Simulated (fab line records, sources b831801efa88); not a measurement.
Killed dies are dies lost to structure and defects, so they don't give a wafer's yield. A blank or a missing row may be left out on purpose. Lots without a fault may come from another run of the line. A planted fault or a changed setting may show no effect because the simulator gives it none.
A struck lot beside a sound one | flow sfq_line | 17 steps out of a route of 325
Sound: wafers L712.3, L712.4, L712.5. Struck: wafers L726.1, L726.4, L726.5. The cause comes at the end.
At each step with rows: each side's tool, then ch and its chambers, then its first start. Under that, the readings that differ: sound wafers | struck wafers | difference of the means | sigmas: that difference in standard deviations of wafers without a fault.
alike: readings whose means differ by less than 2 such deviations, and words and numbers that are the same on both sides. not compared: withheld readings, readings that some wafer has no value for, bounds like >300 that may hide the same value, and numbers for which the record gives no deviation and whose values overlap.
The two part at a step that has a row with sigmas, a row that says differs or no value, or rows on one side only. Numbers that don't overlap but have no deviation are shown without sigmas and don't part them. A reading that every wafer of one side lacks parts them only if that side has two wafers or more.

first, 4 steps without rows for these wafers: SFQ_TRILAYER_L0_LITHO_SOFTBAKE_009; SFQ_TRILAYER_L0_LITHO_EXPOSE_006 (exposes mask L0, target cd 2000 nm); SFQ_TRILAYER_L0_LITHO_PEB_008 (peb time 60 s); SFQ_TRILAYER_L0_LITHO_DEVELOP_007 (time 60 s).
SFQ_TRILAYER_L0_BARC_OPEN_METAL_ETCH_010: etches BARC in O2, target depth 125 nm, time 41.7 s.
  sound on rie_metal-03 ch 0,1, day 4 21:27; struck on rie_metal-04 ch 0, day 8 06:46
  alike: drypump_motor_current_A, oes_product_au
  not compared: rf_hours_counter_h
SFQ_TRILAYER_L0_ETCH_METAL_ETCH_008: etches MoNx KI in SF6/O2, stops on SiO2, target depth 50 nm, time 25 s.
  sound on rie_metal-03 ch 0,1, day 4 21:31; struck on rie_metal-04 ch 0, day 8 06:50
  alike: drypump_motor_current_A, oes_product_au
  not compared: rf_hours_counter_h
SFQ_TRILAYER_L0_STRIP_STRIP_009: strips in O2.
  sound on rie_metal-03 ch 0,1, day 4 21:44; struck on rie_metal-04 ch 0, day 8 06:53
  alike: drypump_motor_current_A, oes_product_au
  not compared: rf_hours_counter_h
then, 1 step without rows for these wafers: SFQ_TRILAYER_L0_STRIP_SOLV_CLEAN_010 (cleans in NMP, time 600 s).
SFQ_TRILAYER_L0_CAP_PECVD_011: deposits SiO2 from SiH4/N2O, time 13.333 s, target thk 60 nm.
  sound on pecvd-04 ch 0,2, day 4 22:20; struck on pecvd-02 ch 0,1, day 8 07:40
  alike: heater_power_w, throttle_valve_pct
then, 3 steps without rows for these wafers: SFQ_TRILAYER_L0_VIA_LITHO_COAT_018 (resist thk 62 nm); SFQ_TRILAYER_L0_VIA_LITHO_COAT_013 (resist thk 650 nm); SFQ_TRILAYER_L0_VIA_LITHO_SOFTBAKE_017.
-- the record jumps here: 4 days lie between the struck wafers' starts before and after --
SFQ_TRILAYER_L0_VIA_LITHO_EXPOSE_014: exposes mask L0V, target cd 700 nm.
  sound on krf_scanner-01 ch 0, day 8 06:52; struck on krf_scanner-02 ch 0, day 12 17:05
  reading                     | sound                   | struck            | difference | sigmas
  model.L0V.overlay_x_nm (nm) | -0.1661 -0.1661 -0.1661 | 54.33 54.33 54.33 | +54.50     |
  alike: mask, focus_offset_nm, reticle_temp_C
then, 2 steps without rows for these wafers: SFQ_TRILAYER_L0_VIA_LITHO_PEB_016 (peb time 60 s); SFQ_TRILAYER_L0_VIA_LITHO_DEVELOP_015 (time 60 s).
SFQ_L0V_OVL_MEAS_903:
  sound on overlay-01, day 8 07:59; struck on overlay-02, day 12 18:35
  reading      | sound    | struck   | difference | sigmas
  L0V_OVL (nm) | -4 -1 -5 | 49 52 43 | +51        | +11
SFQ_TRILAYER_L0_VIA_BARC_OPEN_VIA_ETCH_021: etches BARC in O2, target depth 125 nm, time 41.7 s.
  sound on rie_diel-01 ch 1,2, day 8 08:01; struck on rie_diel-01 ch 0,2,3, day 12 18:38
  alike: drypump_motor_current_A, oes_product_au
  not compared: rf_hours_counter_h

WHERE THEY PART
Only at SFQ_L0V_OVL_MEAS_903, within this record. Later steps at which nothing parts them and some readings are alike: SFQ_TRILAYER_L0_VIA_BARC_OPEN_VIA_ETCH_021.

WHY: what the simulator had put in
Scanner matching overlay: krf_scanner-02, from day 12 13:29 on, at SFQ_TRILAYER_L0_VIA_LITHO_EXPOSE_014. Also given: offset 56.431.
